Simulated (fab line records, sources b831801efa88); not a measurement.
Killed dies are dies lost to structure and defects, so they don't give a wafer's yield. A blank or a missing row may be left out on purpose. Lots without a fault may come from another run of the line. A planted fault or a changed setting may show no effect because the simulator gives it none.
A struck lot beside a sound one | flow sky130 | 16 steps out of a route of 708
Sound: wafers L624.4, L624.5, L624.6. Struck: wafer L631.6. (L631.4 of the same lot was not struck and is left out.) The cause comes at the end.
At each step with rows: each side's tool, then ch and its chambers, then its first start. Under that, the readings that differ: sound wafers | struck wafers | difference of the means | sigmas: that difference in standard deviations of wafers without a fault.
alike: readings whose means differ by less than 2 such deviations, and words and numbers that are the same on both sides. not compared: withheld readings, readings that some wafer has no value for, bounds like >300 that may hide the same value, and numbers for which the record gives no deviation and whose values overlap.
The two part at a step that has a row with sigmas, a row that says differs or no value, or rows on one side only. Numbers that don't overlap but have no deviation are shown without sigmas and don't part them. A reading that every wafer of one side lacks parts them only if that side has two wafers or more.

first, 9 steps without rows for these wafers: SKY_CAP2M_CLEAN_17 (cleans in O3/DIW); SKY_METAL4_DEHYDRATE_05 (time 60 s); SKY_METAL4_HMDS_06 (prime time 60 s); SKY_METAL4_COAT_07 (resist thk 60 nm); SKY_METAL4_COAT_08 (resist thk 1140 nm); SKY_METAL4_SOFTBAKE_09 (time 90 s); SKY_METAL4_EXPOSE_10 (exposes mask MM4, target cd 300 nm); SKY_METAL4_PEB_11; SKY_METAL4_DEVELOP_12 (develop time 60 s).
SKY_METAL4_CD_MEAS_13: target cd 300 nm.
  sound on cd_sem-02, day 44 11:20; struck on cd_sem-01, day 46 06:14
  alike: cd_nm
SKY_METAL4_OVL_MEAS_14:
  sound on overlay-02, day 44 11:25; struck on overlay-01, day 46 06:19
  alike: METAL4_OVL
SKY_METAL4_DESCUM_15: chemistry O2, time 8 s.
  sound on rie_metal-01 ch 0,1, day 44 11:26; struck on rie_metal-04 ch 1, day 46 06:20
  alike: chamber_pressure_mTorr, drypump_motor_current_A, oes_product_au
  not compared: rf_hours_counter_h
SKY_METAL4_ETCH_16: etches BARC in N2/H2, stops on SiO2, time 88.2 s, target depth 60 nm.
  sound on rie_metal-01 ch 0,1, day 44 11:29; struck on rie_metal-04 ch 1, day 46 06:23
  reading                                       | sound             | struck | difference | sigmas
  model.KrF-thick_of_METAL4_COAT_08.thk_nm (nm) | 1078 1077 1079    | 1088   | +10        |
  model.METAL4.cd_nm (nm)                       | 300.3 299.6 299.2 | 303.1  | +3.4       |
  alike: chamber_pressure_mTorr, drypump_motor_current_A, h2_flow_sccm, oes_product_au, throttle_valve_pct
  not compared: rf_hours_counter_h
SKY_METAL4_ETCH_17: etches SiO2 in C4F8/O2/Ar, stops on TiN, time 3.9 s, target depth 15 nm.
  sound on rie_diel-02 ch 1,2,3, day 44 11:34; struck on rie_diel-04 ch 2, day 46 06:28
  reading                 | sound             | struck | difference | sigmas
  model.METAL4.cd_nm (nm) | 300.4 299.6 299.2 | 303.1  | +3.4       |
  alike: chamber_pressure_mTorr, oes_product_au
  not compared: rf_hours_counter_h
SKY_METAL4_METAL_ETCH_18: etches the open film in Cl2/BCl3, stops on SiO2, target depth 845 nm, time 183.1 s.
  sound on rie_metal-04 ch 0,1, day 44 11:38; struck on rie_metal-01 ch 1, day 46 06:32
  reading               | sound             | struck | difference | sigmas
  oes_product_au (a.u.) | 0.870 0.867 0.872 | 0.856  | -0.014     | -2
  alike: bcl3_flow_sccm, chamber_pressure_mTorr, drypump_motor_current_A, throttle_valve_pct
  not compared: rf_hours_counter_h
SKY_PAD_OPEN_PROBE_99:
  the record has rows for the sound wafers here (prober-01, day 48 04:22) and none for the struck ones

WHERE THEY PART
First at SKY_METAL4_METAL_ETCH_18; last, within this record, at SKY_PAD_OPEN_PROBE_99.

WHY: what the simulator had put in
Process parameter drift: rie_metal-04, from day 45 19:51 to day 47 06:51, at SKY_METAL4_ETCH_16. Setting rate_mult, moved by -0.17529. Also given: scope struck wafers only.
